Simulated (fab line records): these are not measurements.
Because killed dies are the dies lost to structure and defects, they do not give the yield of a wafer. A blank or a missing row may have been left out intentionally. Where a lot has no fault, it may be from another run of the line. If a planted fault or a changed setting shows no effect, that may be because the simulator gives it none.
Split-lot study :: flow gf180mcu :: 5 lots, 13 wafers read, on a route of 602 steps

## ABOUT THE SPLIT
At GF_M1_COAT_09 (resist thk 1000 nm), the setting resist-thk-nm was moved away from the recipe's 1000 nm on 4 of the 13 wafers read, by -4.9% to +5.2%. For the rest of the wafers, this setting stayed at what the recipe calls for.

Reading taken at the split's own step.

## THE READING
KrF_of_M1_COAT_09.thk-nm (the simulator's own value, which no gauge read), in nm, at GF_M1_COAT_09 (resist thk 1000 nm). The file does not state a usual value for it. Across the 9 wafers here that went through the recipe, the average is 998.9 nm and the standard deviation 2.3 nm.

wafer: L076.3
tool, chamber at the split: litho-track-04, 0
resist-thk-nm as run, nm: 1000
against the recipe: recipe
KrF_of_M1_COAT_09.thk-nm, nm: 999.3
against lot-mates on the recipe: -

wafer: L076.4
tool, chamber at the split: litho-track-04, 0
resist-thk-nm as run, nm: 1000
against the recipe: recipe
KrF_of_M1_COAT_09.thk-nm, nm: 1002
against lot-mates on the recipe: -

wafer: L076.6
tool, chamber at the split: litho-track-04, 0
resist-thk-nm as run, nm: 1000
against the recipe: recipe
KrF_of_M1_COAT_09.thk-nm, nm: 999.4
against lot-mates on the recipe: -

wafer: L078.4
tool, chamber at the split: litho-track-04, 0
resist-thk-nm as run, nm: 1000
against the recipe: recipe
KrF_of_M1_COAT_09.thk-nm, nm: 1002
against lot-mates on the recipe: -

wafer: L078.5
tool, chamber at the split: litho-track-04, 0
resist-thk-nm as run, nm: 1052
against the recipe: +5.2%
KrF_of_M1_COAT_09.thk-nm, nm: 1052
against lot-mates on the recipe: +50.0

wafer: L079.2
tool, chamber at the split: litho-track-03, 0
resist-thk-nm as run, nm: 1000
against the recipe: recipe
KrF_of_M1_COAT_09.thk-nm, nm: 999.4
against lot-mates on the recipe: -

wafer: L079.3
tool, chamber at the split: litho-track-03, 0
resist-thk-nm as run, nm: 1000
against the recipe: recipe
KrF_of_M1_COAT_09.thk-nm, nm: 1000
against lot-mates on the recipe: -

wafer: L079.6
tool, chamber at the split: litho-track-03, 0
resist-thk-nm as run, nm: 950.9
against the recipe: -4.9%
KrF_of_M1_COAT_09.thk-nm, nm: 951.2
against lot-mates on the recipe: -48.5

wafer: L080.1
tool, chamber at the split: litho-track-02, 0
resist-thk-nm as run, nm: 1000
against the recipe: recipe
KrF_of_M1_COAT_09.thk-nm, nm: 996
against lot-mates on the recipe: -

wafer: L080.4
tool, chamber at the split: litho-track-02, 0
resist-thk-nm as run, nm: 1000
against the recipe: recipe
KrF_of_M1_COAT_09.thk-nm, nm: 996.4
against lot-mates on the recipe: -

wafer: L083.1
tool, chamber at the split: litho-track-02, 0
resist-thk-nm as run, nm: 971.9
against the recipe: -2.8%
KrF_of_M1_COAT_09.thk-nm, nm: 967
against lot-mates on the recipe: -28.6

wafer: L083.3
tool, chamber at the split: litho-track-02, 0
resist-thk-nm as run, nm: 1000
against the recipe: recipe
KrF_of_M1_COAT_09.thk-nm, nm: 995.6
against lot-mates on the recipe: -

wafer: L083.6
tool, chamber at the split: litho-track-02, 0
resist-thk-nm as run, nm: 971.9
against the recipe: -2.8%
KrF_of_M1_COAT_09.thk-nm, nm: 966.7
against lot-mates on the recipe: -28.9

FIT RESULTS
A straight line over all 13 wafers: KrF_of_M1_COAT_09.thk-nm changes by +10.3 nm for each +1% of resist-thk-nm; r = +0.99; the points scatter about the line by 2.6 nm.
The same after taking each lot's own level away (the mean of its wafers on the recipe; 13 wafers): +9.83 nm for each +1%; r = +1.00; scatter 0.84 nm.
Per that fit: largest resist-thk-nm move, reading shift of 51 nm.
Across the lots, their own levels run from 995.60 to 1002.00 nm, a range of 2.8 times the standard deviation given above.
Consequently the slope shifts little with the lot-to-lot level, the two slopes agreeing.
Check: +52 nm against its lot-mates is what the line predicts for one of the wafers moved furthest among these (+5.2%) when that wafer is left out of the fit. It came out at +50 nm against them.

## THE OTHER SPLITS THESE WAFERS WENT THROUGH
Other splits were also applied to these wafers ahead of the reading. Each is held against what the fit with the lots' levels taken away leaves over:
other split on the same wafers: GF_HV_LDD_CVD_56 time-s
wafers away from the commonest value: 8
r with KrF_of_M1_COAT_09.thk-nm (lot level and that fit taken away): -0.24

other split on the same wafers: GF_NSD_COAT_02 spin-rpm
wafers away from the commonest value: 5
r with KrF_of_M1_COAT_09.thk-nm (lot level and that fit taken away): +0.04

other split on the same wafers: GF_NSD_IMPLANT_09 energy-kev
wafers away from the commonest value: 3
r with KrF_of_M1_COAT_09.thk-nm (lot level and that fit taken away): +0.06

other split on the same wafers: GF_PSD_DEVELOP_06 develop-time-s
wafers away from the commonest value: 3
r with KrF_of_M1_COAT_09.thk-nm (lot level and that fit taken away): +0.17

other split on the same wafers: GF_SAB_CVD_00 time-s
wafers away from the commonest value: 1
r with KrF_of_M1_COAT_09.thk-nm (lot level and that fit taken away): +0.10

other split on the same wafers: GF_SAB_DEVELOP_08 develop-time-s
wafers away from the commonest value: 4
r with KrF_of_M1_COAT_09.thk-nm (lot level and that fit taken away): +0.06

other split on the same wafers: GF_CONTACT_CVD_00 sih4-flow-sccm
wafers away from the commonest value: 3
r with KrF_of_M1_COAT_09.thk-nm (lot level and that fit taken away): +0.31

other split on the same wafers: GF_CONTACT_ETCH_17 bias-w
wafers away from the commonest value: 4
r with KrF_of_M1_COAT_09.thk-nm (lot level and that fit taken away): +0.17

other split on the same wafers: GF_CONTACT_SPUTTER_23 power-w
wafers away from the commonest value: 4
r with KrF_of_M1_COAT_09.thk-nm (lot level and that fit taken away): +0.08

other split on the same wafers: GF_M1_SPUTTER_01 time-s
wafers away from the commonest value: 0
r with KrF_of_M1_COAT_09.thk-nm (lot level and that fit taken away): -

## FILE'S OWN FIT
KrF_of_M1_COAT_09.thk-nm changes by +9.82 nm for each +1% of resist-thk-nm, r = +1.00.
